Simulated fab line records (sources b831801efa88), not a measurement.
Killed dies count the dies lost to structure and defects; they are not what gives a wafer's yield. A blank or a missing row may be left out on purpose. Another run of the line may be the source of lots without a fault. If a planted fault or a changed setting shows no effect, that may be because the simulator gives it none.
fab line records	flow sky130
record: lots: 5	wafers: 15	lastDay: 50
route steps=708 shown LI_CONTACT@370 LOCAL_INTERCONNECT@387
lots untouched by any fault: they come from a run of this same line in which no faults occurred
startH: the number of hours between the record's first day and the start of the first shown wafer of the lot	waitH: hours from the lot's prior step to this one	" as in the row above	L1.1+2: a row that stands for several wafers	- no value, or no start was given	* or withheld: withheld	< > ~ a bound
route shown NAME@n: NAME is a module with steps in the file, n the number in the route of the first one	usual: mean and standard deviation over wafers with no fault	same: alike in all rows	chamber/n: place in a boat	sites: per-site readings	_std_site: the standard deviation of these	_edge_site: outer sites' mean less inner sites'	radiusMm: how far each site lies from the wafer's centre	mask NAME#n: copy n	behind: tool/chamber where the wafer was last shaped	hold: why the lot was held/for how many hours/how that ended	device: transistor that didn't switch, given as n, p or np	end of line: the tests these same wafers got at the end of their route	step lacking rows: just its recipe	killed: not the wafer's yield, but the dies lost to structure and defects at the first sort	map: the dies of a wafer, with x for killed, . for not killed, _ for no die there
set.NAME: setting as actually run; set.NAME@STEP: the setting as run at that earlier step	model.NAME: the simulator's own value behind a step, which no gauge read
a table for each step, a row for each wafer; lots at some steps of the route
services: from which hour (startH, from the record's first day; less than 0 if before it) a tool's chamber was out of use, for how many hours, and why
== steps ==
step: SKY_LI_CONTACT_SOFTBAKE_08
recipe: tempC: 100	timeS: 90	resist: KrF-thick
lot.wafer	tool	chamber	startH	waitH
L078.1+2+3	lithoTrack-02	0	-	-
L082.2+3+6	lithoTrack-02	0	-	-
L092.1+2+4	lithoTrack-02	0	-	-
L094.1+2+5	lithoTrack-02	0	-	-
L097.1+5+6	lithoTrack-03	0	-	-
step: SKY_LI_CONTACT_EXPOSE_09
recipe: maskId: LICM1	na: 0.8	sourceShape: annular	sigmaInner: 0.55	sigmaOuter: 0.85	targetCdNm: 170	doseMj: 38
same: sigmaInner: 0.55
lot.wafer	tool	chamber	startH	waitH	mask
L078.1+2+3	krfScanner-01	0	-	-	LICM1#0
L082.2+3+6	krfScanner-02	0	-	-	LICM1#0
L092.1+2+4	krfScanner-01	0	-	-	LICM1#0
L094.1+2+5	krfScanner-02	0	-	-	LICM1#0
L097.1+5+6	krfScanner-01	0	-	-	LICM1#0
step: SKY_LI_CONTACT_PEB_10
recipe: pebTempC: withheld	pebTimeS: withheld	resist: KrF-thick
lot.wafer	tool	chamber	startH	waitH
L078.1+2+3	lithoTrack-02	0	-	-
L082.2+3+6	lithoTrack-04	0	-	-
L092.1+2+4	lithoTrack-02	0	-	-
L094.1+2+5	lithoTrack-04	0	-	-
L097.1+5+6	lithoTrack-03	0	-	-
step: SKY_LI_CONTACT_DEVELOP_11
recipe: developTimeS: 60	resist: KrF-thick	devTempC: 21
lot.wafer	tool	chamber	startH	waitH
L078.1+2+3	lithoTrack-02	0	-	-
L082.2+3+6	lithoTrack-04	0	-	-
L092.1+2+4	lithoTrack-02	0	-	-
L094.1+2+5	lithoTrack-04	0	-	-
L097.1+5+6	lithoTrack-03	0	-	-
step: SKY_LI_CONTACT_CD_MEAS_12
recipe: targetCdNm: 170
usual: cdNm: 169.7/1.7
lot.wafer	tool	chamber	startH	waitH	cdNm
L078.1	cdSem-01	-	722.35	-	169.2
L078.2	"	-	"	"	169.3
L078.3	"	-	"	"	168.9
L082.2	cdSem-01	-	744.90	-	170.6
L082.3	"	-	"	"	170.3
L082.6	"	-	"	"	169.4
L092.1	cdSem-01	-	816.00	-	170.3
L092.2	"	-	"	"	170.0
L092.4	"	-	"	"	168.5
L094.1	cdSem-01	-	832.88	-	169.8
L094.2	"	-	"	"	169.5
L094.5	"	-	"	"	170.2
L097.1	cdSem-02	-	851.68	-	168.2
L097.5	"	-	"	"	169.8
L097.6	"	-	"	"	171.9
step: SKY_LI_CONTACT_OVL_MEAS_13
usual: LI_CONTACT_OVL: 5/6
lot.wafer	tool	chamber	startH	waitH	LI_CONTACT_OVL[nm]
L078.1	overlay-01	-	722.47	0.1	8
L078.2	"	-	"	"	-4
L078.3	"	-	"	"	6
L082.2	overlay-01	-	745.00	0.1	-1
L082.3	"	-	"	"	0
L082.6	"	-	"	"	-3
L092.1	overlay-02	-	816.12	0.1	3
L092.2	"	-	"	"	-5
L092.4	"	-	"	"	-2
L094.1	overlay-02	-	833.00	0.1	6
L094.2	"	-	"	"	-4
L094.5	"	-	"	"	1
L097.1	overlay-02	-	851.80	0.1	6
L097.5	"	-	"	"	1
L097.6	"	-	"	"	7
step: SKY_LI_CONTACT_ETCH_14
recipe: chemistry: N2/H2	target: BARC	ionEnergyEv: 200	sourceW: 500	biasW: 100	pressureMtorr: 30	n2FlowSccm: 100	h2FlowSccm: 200	stopOn: SiO2	timeS: 45.9	targetDepthA: 600
usual: chamberPressureMTorr: 29.997/0.028	drypumpMotorCurrentA: 6.0/0.51	oesProductAu: 0.855/0.0049	throttleValvePct: 13.225/0.0092
lot.wafer	tool	chamber	startH	waitH	chamberPressureMTorr	drypumpMotorCurrentA	oesProductAu	rfHoursCounterH	throttleValvePct
L078.1	rieDiel-02	3	722.50	0.0	30.025	6.2	0.846	9	13.223
L078.2	"	2	"	"	30.009	5.2	0.855	6	13.231
L078.3	"	0	"	"	30.040	6.2	0.849	34	13.242
L082.2	rieDiel-01	0	745.03	0.0	29.999	6.0	0.860	12	13.225
L082.3	"	2	"	"	29.991	6.5	0.860	21	13.224
L082.6	"	3	"	"	29.986	5.8	0.856	-	13.221
L092.1	rieDiel-01	2	816.15	0.0	29.987	6.5	0.855	23	13.225
L092.2	"	0	"	"	30.020	6.0	0.853	14	13.220
L092.4	"	3	"	"	29.980	5.8	0.858	12	13.217
L094.1	rieDiel-01	2	833.04	0.0	30.042	6.5	0.848	24	13.235
L094.2	"	3	"	"	29.957	5.8	0.857	12	13.230
L094.5	"	0	"	"	29.949	6.1	0.854	-	13.215
L097.1	rieDiel-04	3	851.83	0.0	30.004	5.9	0.858	16	13.222
L097.5	"	0	"	"	30.013	6.6	0.843	-	13.226
L097.6	"	3	"	"	29.964	5.9	0.857	-	13.221
step: SKY_LI_CONTACT_ETCH_15
recipe: target: PSG	chemistry: C4F8/O2/Ar	stopOn: Si	taperDeg: 4.15	maskMaterial: KrF-thick	sourceW: 1500	biasW: 1200	pressureMtorr: 40	c4f8FlowSccm: withheld	O2_flow_sccm: 6	Ar_flow_sccm: 300	timeS: withheld	targetDepthA: 6000
usual: chamberPressureMTorr: 40.00/0.039	oesProductAu: 0.838/0.0049
lot.wafer	tool	chamber	startH	waitH	chamberPressureMTorr	oesProductAu
L078.1	rieDiel-02	3	722.55	0.0	40.03	0.828
L078.2	"	2	"	"	40.08	0.838
L078.3	"	0	"	"	39.97	0.833
L082.2	rieDiel-01	0	745.08	0.0	40.03	0.836
L082.3	"	2	"	"	40.02	0.844
L082.6	"	3	"	"	39.98	0.842
L092.1	rieDiel-01	2	816.20	0.0	39.97	0.842
L092.2	"	0	"	"	40.05	0.835
L092.4	"	3	"	"	39.98	0.844
L094.1	rieDiel-01	2	833.08	0.0	40.04	0.846
L094.2	"	3	"	"	39.98	0.840
L094.5	"	0	"	"	40.01	0.836
L097.1	rieDiel-04	3	851.88	0.0	40.05	0.844
L097.5	"	0	"	"	39.89	0.839
L097.6	"	3	"	"	40.00	0.834
step: SKY_LI_CONTACT_STRIP_16
recipe: chemistry: O2/N2	powerW: 1400	pressureMtorr: 1500	platenTempC: withheld	o2FlowSccm: 3000	n2FlowSccm: 300	overashFraction: 0.5
usual: chamberPressureMTorr: 1500.1/1.2	drypumpMotorCurrentA: 5.87/0.19	oesProductAu: 0.375/0.005	stripTimeToEndpointS: 3.479/0.03
lot.wafer	tool	chamber	startH	waitH	chamberPressureMTorr	drypumpMotorCurrentA	oesProductAu	rfHoursCounterH	stripTimeToEndpointS
L078.1	plasmaAsher-03	1	722.63	-	1500.2	5.85	0.380	53	3.522
L078.2	"	0	"	"	1498.5	5.73	0.372	53	3.464
L078.3	"	0	"	"	1501.8	5.74	0.371	-	3.534
L082.2	plasmaAsher-04	1	745.16	-	1498.3	6.36	0.376	93	3.523
L082.3	"	1	"	"	1499.8	6.33	0.381	-	3.484
L082.6	"	1	"	"	1500.0	6.35	0.377	-	3.490
L092.1	plasmaAsher-02	1	816.28	-	1500.0	5.85	0.383	7	3.497
L092.2	"	0	"	"	1500.1	5.82	0.373	7	3.506
L092.4	"	1	"	"	1499.8	5.86	0.381	-	3.463
L094.1	plasmaAsher-03	0	833.16	-	1500.4	5.70	0.372	64	3.504
L094.2	"	1	"	"	1499.0	5.85	0.369	64	3.437
L094.5	"	1	"	"	1498.4	5.82	0.377	-	3.482
L097.1	plasmaAsher-03	0	851.96	-	1498.1	5.69	0.379	66	3.459
L097.5	"	0	"	"	1500.5	5.72	0.370	-	3.449
L097.6	"	1	"	"	1502.3	5.83	0.370	-	3.464
step: SKY_LI_CONTACT_CLEAN_17
recipe: chemistry: NMP	timeS: 600	tempC: 60	dry: n2Spin
lot.wafer	tool	chamber	startH	waitH
L078.1+2+3	wetBench-03	2	722.73	0.1
L082.2+3+6	wetBench-04	0	745.26	0.1
L092.1+2+4	wetBench-01	3	816.38	0.1
L094.1+2+5	wetBench-03	3	833.26	0.1
L097.1+5+6	wetBench-01	0	852.06	0.1
step: SKY_LI_CONTACT_PRE_CLEAN_18
recipe: gas: Ar	timeS: 5.6	biasV: 358
lot.wafer	tool	chamber	startH	waitH
L078.1+2+3	pvdSputter-03	-	722.91	0.0
L082.2+3+6	pvdSputter-04	-	745.61	0.0
L092.1+2+4	pvdSputter-04	-	816.56	0.0
L094.1+2+5	pvdSputter-03	-	833.44	0.0
L097.1+5+6	pvdSputter-04	-	852.25	0.0
step: SKY_LI_CONTACT_SPUTTER_19
recipe: material: Ti	targetThkNm: 20	chamberPressurePa: 5	powerW: 2500	substrateTempC: 200	timeS: 106.37
usual: chamberPressurePa: 5.000/0.011	throttleValvePct: 29.4/1.1
lot.wafer	tool	chamber	startH	waitH	chamberPressurePa	throttleValvePct
L078.1	pvdSputter-03	-	722.93	0.0	5.010	27.2
L078.2	"	-	"	"	5.006	29.3
L078.3	"	-	"	"	4.999	29.3
L082.2	pvdSputter-04	-	745.63	0.0	5.010	29.8
L082.3	"	-	"	"	5.005	29.5
L082.6	"	-	"	"	4.995	30.8
L092.1	pvdSputter-04	-	816.58	0.0	5.025	31.2
L092.2	"	-	"	"	4.992	29.5
L092.4	"	-	"	"	5.008	29.9
L094.1	pvdSputter-03	-	833.46	0.0	4.996	29.5
L094.2	"	-	"	"	4.985	27.4
L094.5	"	-	"	"	4.999	29.1
L097.1	pvdSputter-04	-	852.27	0.0	5.015	31.3
L097.5	"	-	"	"	4.996	29.6
L097.6	"	-	"	"	5.017	30.5
step: SKY_LI_CONTACT_SPUTTER_20
recipe: material: TiN	targetThkNm: 20	chamberPressurePa: 5	powerW: 4000	timeS: 80
usual: chamberPressurePa: 5.001/0.011	throttleValvePct: 29.4/1.1
lot.wafer	tool	chamber	startH	waitH	chamberPressurePa	throttleValvePct
L078.1	pvdSputter-03	-	723.00	0.0	5.007	27.2
L078.2	"	-	"	"	4.989	29.3
L078.3	"	-	"	"	5.004	29.5
L082.2	pvdSputter-04	-	745.71	0.0	4.998	29.6
L082.3	"	-	"	"	5.006	29.6
L082.6	"	-	"	"	4.993	30.8
L092.1	pvdSputter-04	-	816.65	0.0	5.025	31.4
L092.2	"	-	"	"	5.014	29.4
L092.4	"	-	"	"	4.989	29.8
L094.1	pvdSputter-03	-	833.53	0.0	4.995	29.5
L094.2	"	-	"	"	5.008	27.3
L094.5	"	-	"	"	5.001	29.2
L097.1	pvdSputter-04	-	852.35	0.0	5.015	30.8
L097.5	"	-	"	"	4.994	29.6
L097.6	"	-	"	"	5.021	30.6
step: SKY_LI_CONTACT_CVD_21
recipe: material: W	targetThkNm: 400	timeS: 120.56	tempC: 400	pressureTorr: 40
usual: heaterPowerW: 809/56
lot.wafer	tool	chamber	startH	waitH	heaterPowerW
L078.1	cvdW-01	1	723.06	0.0	763
L078.2	"	1	"	"	786
L078.3	"	1	"	"	793
L082.2	cvdW-01	1	745.77	0.0	767
L082.3	"	1	"	"	787
L082.6	"	0	"	"	724
L092.1	cvdW-02	1	816.71	0.0	873
L092.2	"	0	"	"	809
L092.4	"	1	"	"	885
L094.1	cvdW-02	1	833.59	0.0	887
L094.2	"	0	"	"	801
L094.5	"	1	"	"	870
L097.1	cvdW-02	1	852.41	0.0	872
L097.5	"	1	"	"	872
L097.6	"	0	"	"	799
step: SKY_LI_CONTACT_RS_MEAS_22
recipe: thkMeasGauge: four-point-probe	reads: W_of_LI_CONTACT_CVD_21+TiN_of_LI_CONTACT_SPUTTER_20+Ti_of_LI_CONTACT_SPUTTER_19
usual: LI_CONTACT_W_RS: 0.2865/0.0024
lot.wafer	tool	chamber	startH	waitH	LI_CONTACT_W_RS[ohm/sq]
L078.1	filmMetro-03	-	723.31	0.2	0.2871
L078.2	"	-	"	"	0.2880
L078.3	"	-	"	"	0.2885
L082.2	filmMetro-03	-	745.91	0.1	0.2812
L082.3	"	-	"	"	0.2832
L082.6	"	-	"	"	0.2881
L092.1	filmMetro-02	-	816.84	0.1	0.2866
L092.2	"	-	"	"	0.2873
L092.4	"	-	"	"	0.2875
L094.1	filmMetro-02	-	833.72	0.1	0.2871
L094.2	"	-	"	"	0.2874
L094.5	"	-	"	"	0.2855
L097.1	filmMetro-01	-	852.55	0.1	0.2873
L097.5	"	-	"	"	0.2875
L097.6	"	-	"	"	0.2905
step: SKY_LI_CONTACT_THK_MEAS_23
recipe: thkMeasGauge: xrf	reads: W_of_LI_CONTACT_CVD_21
usual: LI_CONTACT_W_THK: 383/5.1
lot.wafer	tool	chamber	startH	waitH	LI_CONTACT_W_THK[nm]
L078.1	filmMetro-03	-	723.43	0.1	381
L078.2	"	-	"	"	381
L078.3	"	-	"	"	379
L082.2	filmMetro-03	-	746.02	0.1	396
L082.3	"	-	"	"	393
L082.6	"	-	"	"	383
L092.1	filmMetro-02	-	816.96	0.1	383
L092.2	"	-	"	"	384
L092.4	"	-	"	"	383
L094.1	filmMetro-02	-	833.84	0.1	386
L094.2	"	-	"	"	386
L094.5	"	-	"	"	388
L097.1	filmMetro-01	-	852.67	0.1	377
L097.5	"	-	"	"	380
L097.6	"	-	"	"	374
step: SKY_LI_CONTACT_CMP_24
recipe: stopOn: PSG	tOverpolishS: 20	downForcePsi: 3.5	platenRpm: 60	targetThkNm: 0	padVelocityMS: 0.94248
usual: motorCurrentA: 10.8/0.97	overpolishRunS: 20.000/0.01	platenRpm: 60.00/0.039	timeToEndpointS: 97/4.3
lot.wafer	tool	chamber	startH	waitH	motorCurrentA	overpolishRunS	platenRpm	timeToEndpointS
L078.2	cmp-02	1	723.49	0.0	11.8	20.009	59.96	101
L078.1	"	3	"	"	10.6	20.004	60.00	96
L078.3	"	0	"	"	11.6	19.992	59.97	102
L082.3	cmp-02	0	746.07	0.0	11.5	19.985	59.95	103
L082.2	"	3	"	"	10.6	19.999	60.03	103
L082.6	"	0	"	"	12.1	19.992	60.00	104
L092.2	cmp-01	1	817.02	0.0	10.8	19.990	59.99	91
L092.4	"	2	"	"	11.1	20.001	59.92	98
L092.1	"	0	"	"	11.0	19.992	59.99	94
L094.2	cmp-01	2	833.95	0.1	10.5	20.021	60.01	95
L094.1	"	0	"	"	10.8	19.987	60.03	93
L094.5	"	1	"	"	10.4	20.007	60.02	94
L097.1	cmp-02	0	852.95	0.3	12.0	20.029	59.97	105
L097.5	"	2	"	"	9.3	20.001	59.96	96
L097.6	"	3	"	"	9.4	20.006	59.99	98
step: SKY_LOCAL_INTERCONNECT_SPUTTER_00
recipe: material: TiN	targetThkNm: 100	tempC: 300	powerW: 6500	timeS: 83.3	chamberPressurePa: 0.4
usual: chamberPressurePa: 0.4000/0.00079	throttleValvePct: 29.8/0.79
lot.wafer	tool	chamber	startH	waitH	chamberPressurePa	throttleValvePct
L078.1	pvdSputter-02	-	723.79	0.1	0.3984	30.9
L078.2	"	-	"	"	0.4004	29.9
L078.3	"	-	"	"	0.3995	29.8
L082.2	pvdSputter-02	-	746.37	0.1	0.3995	30.1
L082.3	"	-	"	"	0.3987	28.8
L082.6	"	-	"	"	0.4006	29.7
L092.1	pvdSputter-02	-	817.32	0.1	0.3999	29.8
L092.2	"	-	"	"	0.3999	28.7
L092.4	"	-	"	"	0.3995	29.7
L094.1	pvdSputter-01	-	834.20	0.1	0.4001	29.1
L094.2	"	-	"	"	0.4005	31.1
L094.5	"	-	"	"	0.3993	28.8
L097.1	pvdSputter-01	-	853.15	0.1	0.4008	28.9
L097.5	"	-	"	"	0.3989	29.2
L097.6	"	-	"	"	0.4006	29.4
step: SKY_LOCAL_INTERCONNECT_RS_MEAS_01
recipe: thkMeasGauge: four-point-probe	reads: TiN_of_LOCAL_INTERCONNECT_SPUTTER_00
usual: LOCAL_INTERCONNECT_TIN_RS: 14.21/0.13
lot.wafer	tool	chamber	startH	waitH	LOCAL_INTERCONNECT_TIN_RS[ohm/sq]
L078.1	filmMetro-01	-	723.86	0.0	14.11
L078.2	"	-	"	"	13.95
L078.3	"	-	"	"	14.15
L082.2	filmMetro-04	-	746.46	0.1	14.31
L082.3	"	-	"	"	14.16
L082.6	"	-	"	"	14.45
L092.1	filmMetro-04	-	817.38	0.0	14.22
L092.2	"	-	"	"	14.14
L092.4	"	-	"	"	14.16
L094.1	filmMetro-03	-	834.26	0.0	13.96
L094.2	"	-	"	"	14.15
L094.5	"	-	"	"	13.96
L097.1	filmMetro-03	-	853.21	0.0	14.28
L097.5	"	-	"	"	14.23
L097.6	"	-	"	"	14.31
== services ==
tool	chamber	startH	hours	kind
krfScanner-01	-	688.27	1.3	pm
krfScanner-02	-	699.72	0.5	repair
krfScanner-01	-	702.17	0.8	repair
krfScanner-02	-	703.05	0.8	pm
cvdW-01	-	713.88	2.8	pm
cvdW-01	-	718.41	0.8	repair
cvdW-01	0	719.01	8.2	repair
rieDiel-01	2	733.81	9.6	repair
pvdSputter-02	-	734.09	4.4	repair
cmp-01	-	740.25	1.4	repair
krfScanner-01	-	771.82	1.0	pm
pvdSputter-03	-	773.14	2.6	repair
krfScanner-01	-	775.40	0.8	pm
cmp-02	-	796.69	1.6	repair
pvdSputter-03	-	803.61	2.1	repair
krfScanner-01	-	807.80	0.8	pm
pvdSputter-04	-	809.72	2.0	repair
rieDiel-01	2	819.21	2.2	repair
cvdW-02	-	819.51	2.8	pm
rieDiel-01	3	843.97	12.0	repair
plasmaAsher-03	-	847.69	2.6	repair
pvdSputter-03	-	849.59	5.9	repair
krfScanner-01	-	852.21	3.9	repair
rieDiel-01	-	852.38	14.6	pm
== key ==
fault none
